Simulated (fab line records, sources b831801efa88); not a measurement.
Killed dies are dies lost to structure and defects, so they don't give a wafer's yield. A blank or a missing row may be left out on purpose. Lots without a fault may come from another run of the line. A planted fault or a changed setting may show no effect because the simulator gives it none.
One fault seen from 2 desks | flow gf180mcu | each desk has only its own numbers; what lay behind them comes last

THE TOOL OWNER'S DESK: implanter-03
The tool's own readings at GF_MVSD_IMPLANT_09: means of the sampled wafers that have a number, for each lot that ran on this tool. A lot is out of limits, marked OUT, if its mean lies more than 4 standard deviations from the usual mean; the brackets give that distance.
Columns: A = dose_ions_cm2 at GF_MVSD_IMPLANT_09, usual 4.999e+12; B = faraday_current_uA at GF_MVSD_IMPLANT_09, usual 28.1; C = tilt_deg at GF_MVSD_IMPLANT_09, usual 0.002 degrees
lot  | first seen here | A                           | B              | C
L607 | day 6 02:05     | 4.996e+12                   | 28.1           | 0.006
L610 | day 6 18:51     | 4.999e+12                   | 27.9           | -0.010
L617 | day 8 12:07     | 5.007e+12                   | 28.0           | 0.026
L618 | day 8 19:00     | 2.558e+12 (-99 or more) OUT | 14.4 (-25) OUT | 0.022
L621 | day 9 12:21     | 2.555e+12 (-99 or more) OUT | 14.7 (-25) OUT | -0.014
This desk's finding: out of limits on L618, L621; first on L618, day 8 19:00 (dose_ions_cm2 at GF_MVSD_IMPLANT_09). In limits: L607, L610, L617.

THE METROLOGY DESK
What the gauges read, lot by lot, whatever tool the lot ran on: means of the sampled wafers that have a number. A lot is out of limits, marked OUT, if its mean lies more than 4 standard deviations from the usual mean; the brackets give that distance.
Columns: A = MVSD_RS at GF_VT_IMPLANT_RS_MEAS_46, usual 456.9 ohm/sq; B = HV_LDD_OVL at GF_HV_LDD_OVL_MEAS_08, usual 0.5 nm; C = HV_LDD_2_TW at GF_HV_LDD_TW_MEAS_23, usual 1054
lot  | first seen here | A               | B    | C
L604 | day 8 14:14     | 457.9           | 0.0  | 1038
L607 | day 9 10:10     | 457.3           | 0.8  | 1061
L608 | day 9 19:26     | 456.0           | -1.3 | 1061
L609 | day 10 00:23    | 457.5           | 0.4  | 1036
L610 | day 10 05:36    | 456.9           | 0.4  | 1036
L611 | day 10 12:49    | 457.6           | -0.1 | 1048
L612 | day 10 18:48    | 455.9           | 1.0  | 1057
L616 | day 12 00:46    | 457.9           | -1.3 | 1050
L617 | day 12 05:21    | 456.6           | 1.1  | 1043
L618 | day 12 15:07    | 499.3 (+35) OUT | 1.8  | 1042
L621 | day 13 11:10    | 499.2 (+35) OUT | 1.6  | 1066
L622 | day 13 15:08    | 458.0           | -2.0 | 1067
L623 | day 14 00:08    | 455.8           | 2.0  | 1037
This desk's finding: out of limits on L618, L621; first on L618, day 12 15:07 (MVSD_RS at GF_VT_IMPLANT_RS_MEAS_46). In limits: L604, L607, L608, L609, L610, L611, L612, L616, L617, L622, L623.

PUT TOGETHER
The tool owner's desk could have raised an alarm at day 8 19:00, on L618, L621.
The metrology desk could have raised an alarm at day 12 15:07, on L618, L621.
Of the lots named, all ran GF_MVSD_IMPLANT_09 on implanter-03.

WHAT THE SIMULATOR HAD PUT IN
Process parameter drift: implanter-03, from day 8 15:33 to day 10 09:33, at GF_MVSD_IMPLANT_09. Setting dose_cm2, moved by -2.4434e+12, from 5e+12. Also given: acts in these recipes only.
Lots struck among those shown: L618, L621.
Hours from the fault's start to each desk's first reading out of limits: the tool owner's desk, 3; the metrology desk, 96.
